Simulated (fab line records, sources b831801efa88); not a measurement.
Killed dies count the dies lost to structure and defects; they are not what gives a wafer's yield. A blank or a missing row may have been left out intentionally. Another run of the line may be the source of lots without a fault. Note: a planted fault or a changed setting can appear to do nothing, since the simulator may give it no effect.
fab line records | flow sky130
[record] lots = 13 | wafers = 37 | last-day = 50
route steps=708 shown VT_ADJUST_LVTN@105 VT_ADJUST_HVTR@139 POLY_GATE@218
lots that met no fault: taken from a fault-free run of the same line
start-h: hours from the record's opening day to when the first of the lot's shown wafers began | wait-h: hours from the lot's prior step to this one | " identical to the entry in the row above | L1.1+2: one row covering several wafers at once | - either no value or no given start | * or withheld: withheld | < > ~ a bound
route shown NAME@n: NAME is a module with steps in the file, n the number in the route of the first one | usual: mean/standard deviation of fault-free wafers | same: alike in all rows | chamber/n: place in a boat | sites: each site's reading | _std_site: standard deviation of those values | _edge_site: the outer-site mean with the inner-site mean subtracted | radius-mm: for every site, how far away it sits from the centre of the wafer | mask NAME#n: copy n | behind: the tool/chamber that last shaped the wafer | hold: why the lot was held/for how many hours/how that ended | device: the transistor (n, p or np) that didn't switch | end of line: tests of these same wafers at the route's end | a step without rows: its recipe alone | killed: not the wafer's yield, but the dies lost to structure and defects at the first sort | map: dies across one wafer; x = killed, . = not, _ = none there
set.NAME: the setting that was run; set.NAME@STEP: the one run at that earlier step | model.NAME: the simulator's own value behind a step, which no gauge read
a sample of lots followed through the steps of the route, with each step as a table and each wafer as a row
services: the hour from which a tool's chamber was out of use, counted from the record's first day as start-h (under 0 if before that day), plus the number of hours and why
[[steps]]
[step SKY_VT_ADJUST_LVTN_IMPLANT_08]
[recipe] species = B | energy-kev = 30 | dose-cm2 = 1.57e+12 | tilt-deg = withheld
[same] implant-ion-amu = 11
lot.wafer  | tool         | chamber | start-h | wait-h
L835.2+3+6 | implanter-03 | 0       | 143.10  | 0.0
L836.3+4+5 | implanter-01 | 0       | 148.07  | 0.1
L837.1+3+4 | implanter-03 | 0       | 154.22  | 0.0
L839.2+4+5 | implanter-01 | 0       | 166.60  | 0.0
L840.1+3+6 | implanter-03 | 0       | 174.38  | 0.0
L841.3+4+5 | implanter-03 | 0       | 183.97  | 0.1
L845.1+2+4 | implanter-03 | 0       | 206.97  | 0.0
L846.1+2+3 | implanter-03 | 0       | 211.93  | 0.0
L853.1+6   | implanter-02 | 0       | 280.27  | 0.0
L855.1+3   | implanter-02 | 0       | 291.38  | 0.0
L854.1+2+3 | implanter-02 | 0       | 291.92  | 0.0
L857.1+3+6 | implanter-03 | 0       | 310.62  | 0.0
L856.3+4+5 | implanter-01 | 0       | 312.32  | 0.1
[step SKY_VT_ADJUST_LVTN_TW_MEAS_10]
[usual] VT_ADJUST_LVTN_TW = 240.1/1.4
lot.wafer | tool          | chamber | start-h | wait-h | hold                     | VT_ADJUST_LVTN_TW
L835.2    | film-metro-01 | -       | 143.33  | 0.1    | -                        | 243.0
L835.3    | "             | -       | "       | "      | -                        | 241.5
L835.6    | "             | -       | "       | "      | -                        | 243.6
L836.3    | film-metro-03 | -       | 148.29  | 0.1    | -                        | 238.1
L836.4    | "             | -       | "       | "      | -                        | 238.6
L836.5    | "             | -       | "       | "      | -                        | 238.6
L837.1    | film-metro-03 | -       | 154.47  | 0.1    | -                        | 239.8
L837.3    | "             | -       | "       | "      | -                        | 238.3
L837.4    | "             | -       | "       | "      | -                        | 237.9
L839.2    | film-metro-03 | -       | 166.83  | 0.1    | -                        | 238.3
L839.4    | "             | -       | "       | "      | -                        | 238.6
L839.5    | "             | -       | "       | "      | -                        | 238.0
L840.1    | film-metro-03 | -       | 174.63  | 0.1    | -                        | 240.3
L840.3    | "             | -       | "       | "      | -                        | 238.2
L840.6    | "             | -       | "       | "      | -                        | 239.4
L841.3    | film-metro-03 | -       | 184.19  | 0.1    | -                        | 239.2
L841.4    | "             | -       | "       | "      | -                        | 239.6
L841.5    | "             | -       | "       | "      | -                        | 239.6
L845.1    | film-metro-03 | -       | 207.22  | 0.1    | -                        | 239.8
L845.2    | "             | -       | "       | "      | -                        | 237.7
L845.4    | "             | -       | "       | "      | -                        | 239.4
L846.1    | film-metro-01 | -       | 212.18  | 0.1    | -                        | 241.1
L846.2    | "             | -       | "       | "      | -                        | 240.3
L846.3    | "             | -       | "       | "      | -                        | 240.8
L853.1    | film-metro-03 | -       | 280.52  | 0.1    | await-dispo/0.2h/release | 232.0
L853.6    | "             | -       | "       | "      | await-dispo/0.2h/release | 241.5
L853.1    | film-metro-03 | -       | 280.75  | 0.2    | -                        | 233.6
L853.6    | "             | -       | "       | "      | -                        | 240.6
L855.1    | film-metro-01 | -       | 291.63  | 0.1    | await-dispo/0.2h/release | 234.8
L855.3    | "             | -       | "       | "      | await-dispo/0.2h/release | 234.0
L855.1    | film-metro-01 | -       | 291.93  | 0.3    | -                        | 234.2
L855.3    | "             | -       | "       | "      | -                        | 234.6
L854.1    | film-metro-04 | -       | 292.17  | 0.1    | -                        | 234.7
L854.2    | "             | -       | "       | "      | -                        | 241.4
L854.3    | "             | -       | "       | "      | -                        | 235.6
L857.1    | film-metro-04 | -       | 310.87  | 0.1    | -                        | 240.9
L857.3    | "             | -       | "       | "      | -                        | 240.4
L857.6    | "             | -       | "       | "      | -                        | 240.9
L856.3    | film-metro-04 | -       | 312.54  | 0.1    | -                        | 241.6
L856.4    | "             | -       | "       | "      | -                        | 242.4
L856.5    | "             | -       | "       | "      | -                        | 240.9
[step SKY_VT_ADJUST_HVTR_OVL_MEAS_08]
[usual] VT_ADJUST_HVTR_OVL = -0.7/1.3
lot.wafer | tool       | chamber | start-h | wait-h | VT_ADJUST_HVTR_OVL[nm]
L835.2    | overlay-02 | -       | 201.01  | 0.1    | 0.0
L835.3    | "          | -       | "       | "      | -1.5
L835.6    | "          | -       | "       | "      | -1.9
L836.3    | overlay-01 | -       | 207.47  | 0.1    | 1.6
L836.4    | "          | -       | "       | "      | 1.7
L836.5    | "          | -       | "       | "      | 1.3
L837.1    | overlay-02 | -       | 212.96  | 0.1    | -1.0
L837.3    | "          | -       | "       | "      | -2.4
L837.4    | "          | -       | "       | "      | 0.4
L839.2    | overlay-01 | -       | 229.76  | 0.1    | 0.0
L839.4    | "          | -       | "       | "      | 0.5
L839.5    | "          | -       | "       | "      | 0.2
L840.1    | overlay-02 | -       | 238.46  | 0.1    | -2.8
L840.3    | "          | -       | "       | "      | -2.3
L840.6    | "          | -       | "       | "      | -0.9
L841.3    | overlay-02 | -       | 250.24  | 0.1    | 0.1
L841.4    | "          | -       | "       | "      | -2.8
L841.5    | "          | -       | "       | "      | -2.2
L845.1    | overlay-02 | -       | 276.76  | 0.1    | 0.3
L845.2    | "          | -       | "       | "      | -1.6
L845.4    | "          | -       | "       | "      | -1.3
L846.1    | overlay-01 | -       | 282.04  | 0.1    | 0.9
L846.2    | "          | -       | "       | "      | 0.1
L846.3    | "          | -       | "       | "      | 0.4
L853.1    | overlay-01 | -       | 361.21  | 0.1    | -1.8
L853.6    | "          | -       | "       | "      | -1.2
L855.1    | overlay-02 | -       | 372.44  | 0.1    | -0.5
L855.3    | "          | -       | "       | "      | -1.3
L854.1    | overlay-01 | -       | 373.95  | 0.1    | 0.3
L854.2    | "          | -       | "       | "      | 1.0
L854.3    | "          | -       | "       | "      | 1.1
L857.1    | overlay-01 | -       | 393.76  | 0.1    | -1.3
L857.3    | "          | -       | "       | "      | -1.1
L857.6    | "          | -       | "       | "      | -1.1
L856.3    | overlay-01 | -       | 395.67  | 0.1    | 1.1
L856.4    | "          | -       | "       | "      | -0.7
L856.5    | "          | -       | "       | "      | 0.7
[step SKY_POLY_GATE_THK_MEAS_04]
[recipe] reads = Si3N4_of_POLY_GATE_CVD_03
[usual] POLY_GATE_CVD_03_THK = 75.1/0.73
lot.wafer | tool          | chamber | start-h | wait-h | POLY_GATE_CVD_03_THK[nm]
L835.2    | film-metro-02 | -       | 337.88  | 0.0    | 74.4
L835.3    | "             | -       | "       | "      | 74.3
L835.6    | "             | -       | "       | "      | 74.7
L836.3    | film-metro-03 | -       | 343.11  | 0.0    | 74.8
L836.4    | "             | -       | "       | "      | 74.5
L836.5    | "             | -       | "       | "      | 75.2
L837.1    | film-metro-01 | -       | 351.30  | 0.0    | 75.1
L837.3    | "             | -       | "       | "      | 74.9
L837.4    | "             | -       | "       | "      | 74.9
L839.2    | film-metro-01 | -       | 371.42  | 0.0    | 74.5
L839.4    | "             | -       | "       | "      | 74.7
L839.5    | "             | -       | "       | "      | 74.3
L840.1    | film-metro-02 | -       | 382.22  | 0.0    | 74.7
L840.3    | "             | -       | "       | "      | 75.2
L840.6    | "             | -       | "       | "      | 74.4
L841.3    | film-metro-03 | -       | 398.47  | 0.0    | 74.8
L841.4    | "             | -       | "       | "      | 75.1
L841.5    | "             | -       | "       | "      | 75.2
L845.1    | film-metro-01 | -       | 430.42  | 0.0    | 76.0
L845.2    | "             | -       | "       | "      | 75.7
L845.4    | "             | -       | "       | "      | 76.1
L846.1    | film-metro-03 | -       | 437.68  | 0.0    | 76.1
L846.2    | "             | -       | "       | "      | 77.3
L846.3    | "             | -       | "       | "      | 76.5
L853.1    | film-metro-01 | -       | 531.76  | 0.0    | 74.7
L853.6    | "             | -       | "       | "      | 74.2
L855.1    | film-metro-02 | -       | 551.78  | 0.0    | 74.7
L855.3    | "             | -       | "       | "      | 75.2
L854.1    | film-metro-02 | -       | 551.84  | 0.1    | 74.8
L854.2    | "             | -       | "       | "      | 74.8
L854.3    | "             | -       | "       | "      | 74.9
L857.1    | film-metro-01 | -       | 554.69  | 0.0    | 74.9
L857.3    | "             | -       | "       | "      | 74.9
L857.6    | "             | -       | "       | "      | 75.4
L856.3    | film-metro-01 | -       | 560.01  | 0.0    | 76.1
L856.4    | "             | -       | "       | "      | 76.8
L856.5    | "             | -       | "       | "      | 75.9
[step SKY_POLY_GATE_ETCH_16]
[recipe] stop-on = poly-Si | chemistry = CH3F/O2 | target = Si3N4 | source-w = 400 | bias-w = 80 | pressure-mtorr = 25 | ch3f-flow-sccm = 40 | O2_flow_sccm = 30 | time-s = 147.5 | target-depth-a = 750
[usual] drypump-motor-current-A = 5.7/0.48 | oes-product-au = 0.641/0.0052 | throttle-valve-pct = 10.533/0.0093
lot.wafer | tool        | chamber | start-h | wait-h | drypump-motor-current-A | oes-product-au | rf-hours-counter-h | throttle-valve-pct
L835.2    | rie-diel-01 | 1       | 365.82  | 0.0    | 5.2                     | 0.636          | 13                 | 10.527
L835.3    | "           | 3       | "       | "      | 5.7                     | 0.642          | 35                 | 10.531
L835.6    | "           | 0       | "       | "      | 5.7                     | 0.637          | -                  | 10.532
L836.3    | rie-diel-02 | 3       | 371.27  | 0.0    | 5.6                     | 0.635          | 6                  | 10.555
L836.4    | "           | 0       | "       | "      | 6.4                     | 0.641          | 42                 | 10.539
L836.5    | "           | 3       | "       | "      | 5.6                     | 0.641          | -                  | 10.528
L837.1    | rie-diel-01 | 1       | 379.82  | 0.0    | 5.2                     | 0.649          | 13                 | 10.549
L837.3    | "           | 0       | "       | "      | 5.7                     | 0.642          | 14                 | 10.541
L837.4    | "           | 2       | "       | "      | 4.7                     | 0.646          | 5                  | 10.519
L839.2    | rie-diel-02 | 2       | 400.23  | 0.0    | 5.9                     | 0.638          | 0                  | 10.555
L839.4    | "           | 1       | "       | "      | 6.3                     | 0.641          | 99                 | 10.526
L839.5    | "           | 3       | "       | "      | 5.6                     | 0.639          | -                  | 10.532
L840.1    | rie-diel-02 | 1       | 410.97  | 0.0    | 6.2                     | 0.640          | 99                 | 10.526
L840.3    | "           | 2       | "       | "      | 5.9                     | 0.645          | 0                  | 10.524
L840.6    | "           | 1       | "       | "      | 6.2                     | 0.636          | -                  | 10.526
L841.3    | rie-diel-02 | 3       | 428.72  | 0.0    | 5.6                     | 0.641          | 7                  | 10.553
L841.4    | "           | 0       | "       | "      | 6.4                     | 0.649          | 43                 | 10.543
L841.5    | "           | 1       | "       | "      | 6.3                     | 0.635          | -                  | 10.537
L845.1    | rie-diel-04 | 1       | 461.42  | 0.0    | 6.0                     | 0.643          | 35                 | 10.535
L845.2    | "           | 0       | "       | "      | 6.0                     | 0.645          | 14                 | 10.535
L845.4    | "           | 3       | "       | "      | 5.6                     | 0.647          | 27                 | 10.541
L846.1    | rie-diel-02 | 1       | 468.93  | 0.0    | 6.3                     | 0.648          | 0                  | 10.547
L846.2    | "           | 0       | "       | "      | 6.3                     | 0.649          | 44                 | 10.520
L846.3    | "           | 2       | "       | "      | 5.9                     | 0.649          | 1                  | 10.537
L853.1    | rie-diel-01 | 3       | 560.82  | 0.0    | 5.7                     | 0.637          | 38                 | 10.544
L853.6    | "           | 2       | "       | "      | 4.7                     | 0.634          | -                  | 10.517
L855.1    | rie-diel-01 | 2       | 581.47  | 0.0    | 4.7                     | 0.631          | 8                  | 10.532
L855.3    | "           | 0       | "       | "      | 5.7                     | 0.641          | 17                 | 10.527
L854.1    | rie-diel-02 | 1       | 581.90  | 0.0    | 6.3                     | 0.635          | 2                  | 10.536
L854.2    | "           | 0       | "       | "      | 6.4                     | 0.643          | 45                 | 10.525
L854.3    | "           | 3       | "       | "      | 5.6                     | 0.640          | 10                 | 10.522
L857.1    | rie-diel-04 | 1       | 584.73  | 0.0    | 6.0                     | 0.640          | 37                 | 10.534
L857.3    | "           | 2       | "       | "      | 5.3                     | 0.639          | 4                  | 10.539
L857.6    | "           | 1       | "       | "      | 6.0                     | 0.644          | -                  | 10.559
L856.3    | rie-diel-01 | 0       | 589.87  | 0.0    | 5.7                     | 0.638          | 18                 | 10.542
L856.4    | "           | 1       | "       | "      | 5.2                     | 0.646          | 17                 | 10.544
L856.5    | "           | 1       | "       | "      | 5.2                     | 0.639          | -                  | 10.522
[[services]]
tool         | chamber | start-h | hours | kind
rie-diel-02  | -       | 135.45  | 0.2   | repair
implanter-03 | -       | 162.19  | 3.7   | repair
rie-diel-01  | 3       | 226.50  | 1.2   | repair
implanter-03 | -       | 230.54  | 1.8   | repair
implanter-03 | -       | 242.06  | 2.6   | repair
rie-diel-01  | -       | 248.01  | 2.8   | pm
implanter-03 | -       | 248.30  | 3.8   | repair
rie-diel-02  | 3       | 262.13  | 2.1   | repair
rie-diel-01  | 3       | 284.55  | 8.1   | repair
rie-diel-01  | 1       | 310.03  | 13.2  | repair
rie-diel-02  | 3       | 314.57  | 11.7  | repair
rie-diel-02  | -       | 321.30  | 9.8   | repair
rie-diel-01  | -       | 345.29  | 4.0   | pm
implanter-03 | -       | 348.95  | 4.5   | pm
rie-diel-01  | 3       | 393.94  | 2.6   | repair
rie-diel-02  | -       | 407.02  | 1.1   | repair
rie-diel-02  | 2       | 420.11  | 8.2   | repair
rie-diel-01  | 1       | 421.69  | 3.9   | repair
implanter-03 | -       | 429.52  | 4.9   | pm
rie-diel-02  | -       | 487.80  | 14.6  | pm
rie-diel-02  | 0       | 502.47  | 8.4   | repair
rie-diel-02  | -       | 564.10  | 1.8   | repair
implanter-03 | -       | 573.64  | 4.3   | repair
rie-diel-02  | -       | 578.99  | 2.8   | pm
[[key]]
[first-sign] step = SKY_VT_ADJUST_LVTN_TW_MEAS_10 | reading = visit | direction = added
[effect] step = SKY_VT_ADJUST_LVTN_TW_MEAS_10 | reading = VT_ADJUST_LVTN_TW | direction = down | sigmas = 4.3 | usual = 240.1 | struck = 234.2
met-at SKY_VT_ADJUST_LVTN_IMPLANT_08
struck-lots L853,L854,L855
struck-wafers L853.1,L854.1,L854.3,L855.1,L855.3
tester-left-out L853,L854,L855
not-acting-at SKY_VT_ADJUST_HVTR_OVL_MEAS_08,SKY_POLY_GATE_THK_MEAS_04,SKY_POLY_GATE_ETCH_16
[fault] kind = process-parameter-drift | tool = implanter-02 | chamber = - | onset-h = 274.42 | steps = SKY_VT_ADJUST_LVTN_IMPLANT_08 | channel = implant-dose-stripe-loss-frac | offset = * | shape = step | end-h = 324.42 | scope = struck-wafers-only
// tester-left-out: of these lots the tester's yield and bins aren't shown, on N5 and GAA mostly nor the transistor test; their killed dies are dies lost to structure and defects alone, not to doping, threshold or leakage, so they don't give the yield
